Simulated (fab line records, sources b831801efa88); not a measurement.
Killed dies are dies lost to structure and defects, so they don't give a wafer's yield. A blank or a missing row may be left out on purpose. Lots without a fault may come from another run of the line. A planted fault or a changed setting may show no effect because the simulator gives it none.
fab line records | flow sfq_line
record lots=14 wafers=42 last_day=94
route steps=325 shown I7@297
lots that met no fault: from a run of the same line without faults
start_h: hours from the record's first day to the start of the lot's first wafer shown | wait_h: hours since the lot's step before | " the same as in the row above | L1.1+2: a row that stands for several wafers | - no value, or no start given | * or withheld: withheld | < > ~ a bound
route shown NAME@n: a module of which the file shows steps, and the number in the route of the first | usual: mean/standard deviation of fault-free wafers | same: alike in all rows | chamber/n: place in a boat | sites: the reading at each site | _std_site: their standard deviation | _edge_site: outer sites' mean less inner sites' | radius_mm: how far each site lies from the wafer's centre | mask NAME#n: copy n | behind: the tool/chamber that last shaped the wafer | hold: why the lot was held/for how many hours/how that ended | device: the transistor (n, p or np) that didn't switch | end of line: the same wafers' tests at the end of the route | a step without rows: its recipe alone | killed: dies lost to structure and defects at the first sort, not the wafer's yield | map: a wafer's dies, x killed, . not, _ none there
set.NAME: the setting as run; set.NAME@STEP: as run at that earlier step | model.NAME: the simulator's own value behind a step, which no gauge read
steps of the route over a sample of lots; a table a step, a row a wafer
services: from which hour (start_h, from the record's first day; less than 0 if before it) a tool's chamber was out of use, for how many hours, and why
## steps
# step SFQ_TRILAYER_I7_CMP_CMP_184
# recipe material=SiO2 down_force_psi=3 platen_rpm=60 pad_velocity_m_s=0.94248
# usual edge_zone_pressure_frac=1.001/0.0052 head_pressure_psi=3.001/0.0071 motor_current_A=10.3/0.99 time_to_endpoint_s=216/8.6
# columns lot.wafer tool chamber start_h wait_h edge_zone_pressure_frac head_pressure_psi motor_current_A time_to_endpoint_s
L324.2 cmp-01 3 1836.28 1.3 1.003 2.994 10.4 200
L324.5 " 3 1838.28 3.2 1.004 3.000 9.9 215
L324.6 " 0 " " 1.004 2.999 9.8 217
L326.3 cmp-01 3 1842.28 0.1 1.008 3.017 10.1 208
L326.4 " 0 " " 0.996 3.008 8.9 219
L326.2 " 2 1843.78 1.6 1.007 3.015 10.5 225
L327.3 cmp-01 3 1846.28 1.7 1.003 3.010 10.4 206
L327.2 " 0 " " 1.007 3.000 9.0 209
L327.5 " 2 1847.78 3.1 1.006 2.997 9.9 229
L330.1 cmp-01 2 1858.00 1.4 0.995 3.009 10.4 237
L330.6 " 1 1859.50 2.9 1.002 2.992 11.8 226
L330.5 " 2 " " 0.990 3.011 10.1 243
L331.3 cmp-01 0 1860.50 0.3 - - - -
L331.2 " 2 1861.50 1.3 - - - -
L331.4 " 3 " " - - - -
L332.2 cmp-01 1 1873.93 0.5 - - - -
L332.6 " 0 1875.43 2.0 - - - -
L332.5 " 1 " " - - - -
L337.4 cmp-02 1 2030.73 0.5 1.001 3.000 10.4 205
L337.2 " 2 " " 1.000 3.005 9.2 212
L337.6 " 1 2032.73 2.5 0.998 3.009 11.3 212
L338.2 cmp-01 2 2036.23 0.0 1.000 3.009 10.1 219
L338.3 " 3 " " 0.996 3.025 10.0 213
L338.4 " 1 2037.73 1.5 1.002 3.007 12.0 220
L340.1 cmp-01 2 2044.85 1.0 1.003 3.004 10.3 225
L340.6 " 0 2045.85 2.0 1.012 3.000 8.8 224
L340.5 " 1 " " 0.997 3.012 12.0 224
L341.2 cmp-02 0 2046.15 1.1 1.004 2.993 10.6 223
L341.1 " 1 " " 1.005 2.998 10.7 204
L341.5 " 3 2047.65 2.6 1.001 2.999 10.5 216
L342.1 cmp-01 1 2046.85 0.4 1.012 3.004 12.0 212
L342.2 " 0 2048.35 1.9 0.994 3.000 8.3 208
L342.6 " 1 " " 1.008 2.996 12.3 217
L344.3 cmp-01 2 2049.85 1.0 1.001 3.002 10.3 217
L344.2 " 3 " " 0.999 3.010 9.8 208
L344.1 " 0 " " 0.996 3.001 8.9 208
L346.1 cmp-02 2 2085.47 1.5 1.002 2.987 8.9 225
L346.6 " 3 " " 1.009 3.016 10.7 229
L346.5 " 0 " " 1.006 3.003 10.2 233
L347.4 cmp-01 1 2086.17 1.0 1.003 3.004 12.2 210
L347.1 " 2 " " 1.001 3.009 10.2 217
L347.5 " 0 2087.67 2.5 0.999 3.007 9.2 212
# step SFQ_TRILAYER_I7_METRO_MEASURE_185
# usual thk_nm=200.4/1.2
# columns lot.wafer tool chamber start_h wait_h thk_nm
L324.2 film_metro-02 - 1839.60 0.3 198.1
L324.5 " - " " 198.9
L324.6 " - " " 198.5
L326.2 film_metro-03 - 1845.60 0.3 202.2
L326.3 " - " " 200.3
L326.4 " - " " 201.3
L327.2 film_metro-04 - 1848.60 0.3 199.6
L327.3 " - " " 199.4
L327.5 " - " " 202.1
L330.1 film_metro-03 - 1860.62 0.1 202.5
L330.5 " - " " 203.4
L330.6 " - " " 199.9
L331.2 film_metro-02 - 1863.82 0.3 495.5
L331.3 " - " " 488.0
L331.4 " - " " 503.8
L332.2 film_metro-03 - 1876.75 0.3 490.3
L332.5 " - " " 498.2
L332.6 " - " " 498.8
L337.2 film_metro-02 - 2033.55 0.3 200.6
L337.4 " - " " 199.1
L337.6 " - " " 199.3
L338.2 film_metro-03 - 2039.55 0.3 201.4
L338.3 " - " " 198.4
L338.4 " - " " 200.0
L340.1 film_metro-03 - 2046.97 0.1 202.1
L340.5 " - " " 200.8
L340.6 " - " " 200.6
L341.1 film_metro-02 - 2048.77 0.1 198.7
L341.2 " - " " 201.8
L341.5 " - " " 199.9
L342.1 film_metro-03 - 2049.97 0.1 199.5
L342.2 " - " " 200.1
L342.6 " - " " 200.9
L344.1 film_metro-03 - 2052.97 0.1 198.4
L344.2 " - " " 198.5
L344.3 " - " " 200.4
L346.1 film_metro-04 - 2087.09 0.1 202.0
L346.5 " - " " 201.9
L346.6 " - " " 200.3
L347.1 film_metro-03 - 2088.29 0.1 202.3
L347.4 " - " " 199.3
L347.5 " - " " 199.7
# step SFQ_TRILAYER_I7_VIA_ETCH_VIA_ETCH_190
# recipe target=SiO2 stop_on=Nb mask_material=PR taper_deg=20 chemistry=CHF3 target_depth_nm=260 source_w=500 bias_w=80 pressure_mtorr=30 time_s=withheld
# usual drypump_motor_current_A=5.7/0.34 oes_product_au=0.856/0.0046 rf_fwd_power_W=497.8/1.7
# columns lot.wafer tool chamber start_h wait_h drypump_motor_current_A oes_product_au rf_fwd_power_W
L324.2 rie_diel-01 1 1864.22 0.0 6.1 0.851 497.1
L324.5 " 3 " " 5.9 0.855 498.4
L324.6 " 0 " " 5.2 0.852 497.6
L326.2 rie_diel-03 0 1869.02 0.0 5.9 0.858 496.5
L326.3 " 1 " " 5.8 0.854 497.3
L326.4 " 2 " " 5.7 0.858 498.5
L327.2 rie_diel-02 2 1871.42 0.0 6.3 0.853 498.0
L327.3 " 1 " " 5.4 0.855 499.6
L327.5 " 0 " " 5.7 0.860 495.4
L330.1 rie_diel-01 0 1881.02 0.0 5.2 0.855 497.4
L330.5 " 0 " " 5.2 0.866 497.9
L330.6 " 3 " " 5.9 0.862 498.2
L331.2 rie_diel-01 2 1956.45 0.0 5.6 1.623 496.0
L331.3 " 0 " " 5.2 1.633 496.3
L331.4 " 3 " " 5.9 1.624 497.7
L332.2 rie_diel-02 2 1982.97 0.0 6.3 1.614 498.6
L332.5 " 1 " " 5.5 1.608 499.5
L332.6 " 0 " " 5.6 1.616 496.6
L337.2 rie_diel-02 0 2040.46 0.0 5.6 0.848 497.4
L337.4 " 2 " " 6.3 0.855 497.4
L337.6 " 2 " " 6.3 0.856 497.5
L338.2 rie_diel-02 2 2133.22 0.0 6.3 0.852 497.2
L338.3 " 1 " " 5.4 0.846 495.1
L338.4 " 3 " " 5.3 0.861 497.6
L340.1 rie_diel-03 0 2139.22 0.0 5.9 0.864 495.0
L340.5 " 1 " " 5.8 0.849 498.4
L340.6 " 2 " " 5.6 0.857 499.8
L341.1 rie_diel-02 0 2141.62 0.0 5.7 0.863 494.8
L341.2 " 2 " " 6.3 0.863 498.6
L341.5 " 2 " " 6.3 0.857 496.6
L342.1 rie_diel-01 1 2142.82 0.0 6.1 0.852 496.0
L342.2 " 0 " " 5.2 0.856 497.2
L342.6 " 1 " " 6.1 0.857 497.6
L344.1 rie_diel-02 2 2147.62 0.0 6.3 0.849 497.7
L344.2 " 1 " " 5.5 0.846 498.3
L344.3 " 3 " " 5.2 0.854 499.8
L346.1 rie_diel-03 2 2172.82 0.0 5.6 0.865 496.3
L346.5 " 0 " " 5.9 0.854 496.7
L346.6 " 1 " " 5.8 0.858 499.3
L347.1 rie_diel-02 3 2174.02 0.0 5.2 0.861 499.9
L347.4 " 0 " " 5.6 0.859 495.5
L347.5 " 2 " " 6.3 0.857 497.6
## services
# columns tool chamber start_h hours kind
cmp-01 - 1828.45 0.2 repair
rie_diel-02 3 1844.86 1.4 repair
film_metro-03 - 1870.10 0.6 pm
rie_diel-02 - 1880.22 0.2 repair
film_metro-02 - 1881.09 1.8 pm
film_metro-02 - 1891.94 2.2 repair
cmp-01 - 1893.91 3.2 repair
rie_diel-02 2 1900.06 2.2 repair
cmp-01 - 1913.19 6.3 repair
film_metro-03 - 1920.69 0.5 pm
rie_diel-02 3 1931.10 13.0 repair
film_metro-02 - 1948.35 1.0 pm
film_metro-02 - 1963.20 1.2 pm
rie_diel-02 3 1971.16 10.8 repair
rie_diel-02 2 1983.64 6.4 repair
cmp-01 - 2008.94 5.5 pm
film_metro-03 - 2055.54 0.3 pm
cmp-01 - 2063.65 6.7 pm
rie_diel-02 2 2076.68 8.5 repair
cmp-01 - 2115.17 4.0 pm
film_metro-03 - 2115.52 1.0 pm
rie_diel-02 - 2164.81 0.5 repair
film_metro-03 - 2165.69 0.6 pm
cmp-01 - 2170.30 2.0 repair
## key
first_sign step=SFQ_TRILAYER_I7_CMP_CMP_184 reading=tool_record direction=missing
effect step=SFQ_TRILAYER_I7_METRO_MEASURE_185 reading=thk_nm direction=up sigmas=99+ usual=200.4 struck=495.7
effect step=SFQ_TRILAYER_I7_VIA_ETCH_VIA_ETCH_190 reading=oes_product_au direction=up sigmas=99+ usual=0.856 struck=1.620
met_at SFQ_TRILAYER_I7_CMP_CMP_184
struck_lots L331,L332
onset_between 1858.00 1860.50
fault kind=skipped_step_whole tool=cmp-01 chamber=- onset_h=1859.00 steps=SFQ_TRILAYER_I7_CMP_CMP_184 scope=struck_lots_only
